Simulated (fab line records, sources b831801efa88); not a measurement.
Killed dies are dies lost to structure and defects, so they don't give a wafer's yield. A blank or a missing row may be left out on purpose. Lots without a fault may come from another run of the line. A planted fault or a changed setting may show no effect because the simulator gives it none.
Tool commonality check | flow sky130 | 12 lots, 45 wafers sampled

WHY IT WAS OPENED
At SKY_RES_XHIGH_TW_MEAS_09 the reading RES_XHIGH_TW is flagged on 3 of 12 lots. Wafers without a fault read 1636, standard deviation 9.6.
Rule: a lot is flagged when every wafer of it that has a number lies more than 4 standard deviations from that mean, or none has a number. The other lots count as sound.

lot  | measured     | on            | RES_XHIGH_TW, wafer by wafer | flag
L740 | day 27 14:40 | film_metro-01 | 1641 1642 1639               |
L743 | day 29 17:37 | film_metro-01 | 1649 1639 1643               |
L745 | day 29 20:44 | film_metro-01 | 1644 1637 1640               |
L744 | day 29 21:41 | film_metro-03 | 1611 1609 1617               |
L747 | day 31 05:53 | film_metro-01 | 1631 1642 1635               |
L751 | day 32 09:22 | film_metro-02 | 1632 1638 1646               |
L752 | day 32 13:59 | film_metro-02 | 30 30 30 30 30 30            | FLAGGED
L754 | day 32 20:02 | film_metro-02 | 30 30 30 30 30 30            | FLAGGED
L753 | day 32 21:43 | film_metro-02 | 30 30 30 30 30 30            | FLAGGED
L756 | day 33 06:08 | film_metro-03 | 1628 1639 1640               |
L755 | day 33 07:14 | film_metro-02 | 1658 1646 1650               |
L758 | day 33 14:46 | film_metro-03 | 1642 1637 1633               |
The numbers of the flagged lots are 30 on average: -1606 against the usual, or -99 or more standard deviations.

WHICH TOOL RAN EACH LOT
The record holds 2 process steps before the reading, out of a route of 708 steps. In each cell: the tool, then ch and the chambers that the sampled wafers went through, then the start.
lot  | flag    | SKY_SD_P_STRIP_10                    | SKY_RES_XHIGH_STRIP_08
L740 |         | plasma_asher-04 ch 0,1, day 26 09:04 | plasma_asher-03 ch 0,1, day 27 14:34
L743 |         | plasma_asher-01 ch 0,1, day 28 13:22 | plasma_asher-01 ch 0,1, day 29 17:31
L745 |         | plasma_asher-03 ch 0,1, day 28 16:58 | plasma_asher-03 ch 0,1, day 29 20:38
L744 |         | plasma_asher-01 ch 0,1, day 28 17:26 | plasma_asher-03 ch 0,1, day 29 21:35
L747 |         | plasma_asher-04 ch 0,1, day 30 01:48 | plasma_asher-02 ch 0,1, day 31 05:47
L751 |         | plasma_asher-04 ch 0,1, day 31 06:06 | plasma_asher-03 ch 0,1, day 32 09:16
L752 | FLAGGED | plasma_asher-01 ch 0,1, day 31 10:27 | plasma_asher-03 ch 0,1, day 32 13:53
L754 | FLAGGED | plasma_asher-01 ch 0,1, day 31 17:37 | plasma_asher-02 ch 0,1, day 32 19:56
L753 | FLAGGED | plasma_asher-01 ch 0,1, day 31 18:40 | plasma_asher-01 ch 0,1, day 32 21:37
L756 |         | plasma_asher-01 ch 0,1, day 32 02:46 | plasma_asher-01 ch 0,1, day 33 06:01
L755 |         | plasma_asher-01 ch 0,1, day 32 04:31 | plasma_asher-02 ch 1, day 33 07:07
L758 |         | plasma_asher-03 ch 1, day 32 11:13   | plasma_asher-03 ch 0,1, day 33 14:40
What these steps do:
- SKY_SD_P_STRIP_10: strips in O2/N2.
- SKY_RES_XHIGH_STRIP_08: strips in O2/N2.
- SKY_RES_XHIGH_TW_MEAS_09

FLAGGED OVER TOTAL, TOOL BY TOOL (the gauges that took the reading come last)
step                     | tool            | lots run | flagged | share of the flagged lots | sound lots run after its first flagged lot
SKY_SD_P_STRIP_10        | plasma_asher-01 | 7        | 3       | all                       | 2 (L756,L755)
SKY_SD_P_STRIP_10        | plasma_asher-03 | 2        | 0       | none                      | -
SKY_SD_P_STRIP_10        | plasma_asher-04 | 3        | 0       | none                      | -
SKY_RES_XHIGH_STRIP_08   | plasma_asher-01 | 3        | 1       | some                      | 1 (L756)
SKY_RES_XHIGH_STRIP_08   | plasma_asher-02 | 3        | 1       | some                      | 1 (L755)
SKY_RES_XHIGH_STRIP_08   | plasma_asher-03 | 6        | 1       | some                      | 1 (L758)
SKY_RES_XHIGH_TW_MEAS_09 | film_metro-01   | 4        | 0       | none                      | -
SKY_RES_XHIGH_TW_MEAS_09 | film_metro-02   | 5        | 3       | all                       | 1 (L755)
SKY_RES_XHIGH_TW_MEAS_09 | film_metro-03   | 3        | 0       | none                      | -

WHAT THE TABLE ALLOWS
2 rows of the table ran every flagged lot: plasma_asher-01 at SKY_SD_P_STRIP_10, film_metro-02 at SKY_RES_XHIGH_TW_MEAS_09.
- plasma_asher-01 at SKY_SD_P_STRIP_10: 3 of its 7 lots flagged. Sound lots ran on it after the first flagged one (L756, L755), which a lasting fault on the whole tool wouldn't allow. On the flagged lots its readings are blank where sound lots have values: chamber_pressure_mTorr, drypump_motor_current_A, oes_product_au, strip_time_to_endpoint_s.
- film_metro-02 at SKY_RES_XHIGH_TW_MEAS_09: 3 of its 5 lots flagged. Sound lots ran on it after the first flagged one (L755), which a lasting fault on the whole tool wouldn't allow.
No row of the table ran every flagged lot and no sound lot after the first.

WHAT THE SIMULATOR HAD PUT IN
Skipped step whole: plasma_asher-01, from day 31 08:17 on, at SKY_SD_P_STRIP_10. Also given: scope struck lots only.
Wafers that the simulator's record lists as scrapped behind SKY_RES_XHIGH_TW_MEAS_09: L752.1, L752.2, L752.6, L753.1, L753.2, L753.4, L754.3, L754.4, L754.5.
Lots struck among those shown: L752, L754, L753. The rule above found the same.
